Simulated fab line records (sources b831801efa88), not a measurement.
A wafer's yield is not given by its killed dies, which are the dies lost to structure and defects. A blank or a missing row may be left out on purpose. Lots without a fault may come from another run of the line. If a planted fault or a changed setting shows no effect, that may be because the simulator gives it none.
Struck lot and sound lot, side by side -- flow sky130 -- 23 steps out of a route of 708
Sound: wafers L466.3, L466.4, L466.5. Wafers L471.2, L471.3, L471.4 were the ones struck. At the end, the cause is stated.
Order at every step that has rows: each side's tool, ch and its chambers, its first start. Under that, the readings that differ: sound wafers -- struck wafers -- difference of the means -- sigmas: that difference in standard deviations of wafers without a fault.
alike: same words and numbers on both sides, and readings whose means sit less than 2 such deviations apart. not compared: any withheld reading, any reading some wafer has no value for, any bound like >300 that may hide the same value, and any number with overlapping values for which the record gives no deviation.
Wherever a step has rows on one side only, a row that says differs or no value, or a row with sigmas, the two part there. Numbers that have no deviation but don't overlap get no sigmas and don't part them. Lack of a reading on every wafer of one side parts them only where that side has two or more wafers.

SKY_LOCAL_INTERCONNECT_STRIP_15: strips in O2/N2.
  sound on plasmaAsher-01 ch 0,1, day 35 10:31; struck on plasmaAsher-02 ch 0,1, day 36 11:13
  alike: drypumpMotorCurrentA, n2FlowSccm, oesProductAu, stripTimeToEndpointS
  not compared: rfHoursCounterH
then, 3 steps without rows for these wafers: SKY_LOCAL_INTERCONNECT_STRIP_16 (strips in post etch residue remover, time 1200 s); SKY_LOCAL_INTERCONNECT_CLEAN_17 (cleans in IPA, time 180 s); SKY_LOCAL_INTERCONNECT_CLEAN_18 (cleans in O3/DIW).
SKY_CONTACT_CVD_00: deposits Si3N4, target thk 75 nm.
  sound on pecvd-02 ch 0,1,2, day 35 11:05; struck on pecvd-03 ch 0,2, day 36 11:53
  alike: heaterPowerW
SKY_CONTACT_THK_MEAS_01:
  sound: filmMetro-02 at day 35 11:09; struck: filmMetro-02 at day 36 11:56
  alike: CONTACT_CVD_00_THK
then, 1 step without rows for these wafers: SKY_CONTACT_HDPCVD_02 (deposits SiO2, target thk 565 nm, time 94.2 s).
SKY_CONTACT_THK_MEAS_03:
  sound: filmMetro-02 at day 35 11:16; struck: filmMetro-04 at day 36 12:04
  alike: CONTACT_HDPCVD_THK
SKY_CONTACT_CMP_04: polishes SiO2.
  sound on cmp-02 ch 0,3, day 35 11:19; struck on cmp-02 ch 0,1,2, day 36 12:07
  alike: motorCurrentA, platenRpm, slurryFlowMlMin, timeToEndpointS
SKY_CONTACT_BOW_MEAS_05:
  sound: filmMetro-02 at day 35 11:39; struck: filmMetro-02 at day 36 12:26
  alike: CONTACT_BOW
then, 2 steps without rows for these wafers: SKY_CONTACT_DEHYDRATE_06 (time 60 s); SKY_CONTACT_HMDS_07 (prime time 60 s).
SKY_CONTACT_COAT_08: resist thk 60 nm.
  sound on lithoTrack-04 ch 0, day 36 00:02; struck on lithoTrack-01 ch 0, day 37 00:48
reading,sound,struck,difference,sigmas
spinSpeedRpm (rpm),3001.2 3001.3 2999.3,2948.6 2954.9 2950.9,-49.1,-21
then, 5 steps without rows for these wafers: SKY_CONTACT_COAT_09 (resist thk 444.6 nm); SKY_CONTACT_SOFTBAKE_10 (time 90 s); SKY_CONTACT_EXPOSE_11 (exposes mask CTM1, target cd 170 nm); SKY_CONTACT_PEB_12; SKY_CONTACT_DEVELOP_13 (develop time 60 s).
SKY_CONTACT_CD_MEAS_14: the cd target is 170 nm.
  sound: cdSem-01 at day 36 14:25; struck: cdSem-01 at day 37 14:09
  alike: cdNm
SKY_CONTACT_OVL_MEAS_15:
  sound: overlay-02 at day 36 14:31; struck: overlay-01 at day 37 14:16
  alike: CONTACT_OVL
SKY_CONTACT_ETCH_16: etches BARC in N2/H2, stops on SiO2, time 45.9 s, target depth 60 nm.
  sound on rieDiel-02 ch 0,1,2, day 36 14:32; struck on rieDiel-04 ch 1,3, day 37 14:17
reading,sound,struck,difference,sigmas
model.etch.depthNm (nm),60.02 59.97 59.87,60.6 60.63 60.61,+0.7,
  alike: drypumpMotorCurrentA, n2FlowSccm, oesProductAu, throttleValvePct
  not compared: rfHoursCounterH
SKY_CONTACT_ETCH_17: etches SiO2 in C4F8/O2/Ar, stops on Si3N4, target depth 340 nm.
  sound on rieDiel-02 ch 0,1,2, day 36 14:35; struck on rieDiel-04 ch 1,3, day 37 14:20
  alike: oesProductAu
-- the record jumps here: 13 days lie between the struck wafers' starts before and after (it left off in module CONTACT and takes up again in module PAD_OPEN, whose first step shown is number 708 of the route) --
SKY_PAD_OPEN_PROBE_99:
  sound: prober-01 at day 49 14:28; struck: prober-02 at day 50 06:19
  alike: killed_at_M0_to_M3, killed_at_M4_up, killedAtContacts, killedAtFrontEnd, killedAtOther, killedDies, killedOpen, killedShort

== WHERE THEY PART ==
SKY_CONTACT_COAT_08 only, going by this record. Later steps at which nothing parts them and some readings are alike: SKY_CONTACT_CD_MEAS_14, SKY_CONTACT_OVL_MEAS_15, SKY_CONTACT_ETCH_16, SKY_CONTACT_ETCH_17, SKY_PAD_OPEN_PROBE_99.

WHY: what the simulator had put in
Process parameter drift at SKY_CONTACT_COAT_08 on lithoTrack-01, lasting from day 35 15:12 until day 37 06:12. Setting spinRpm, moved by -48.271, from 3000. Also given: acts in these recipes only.
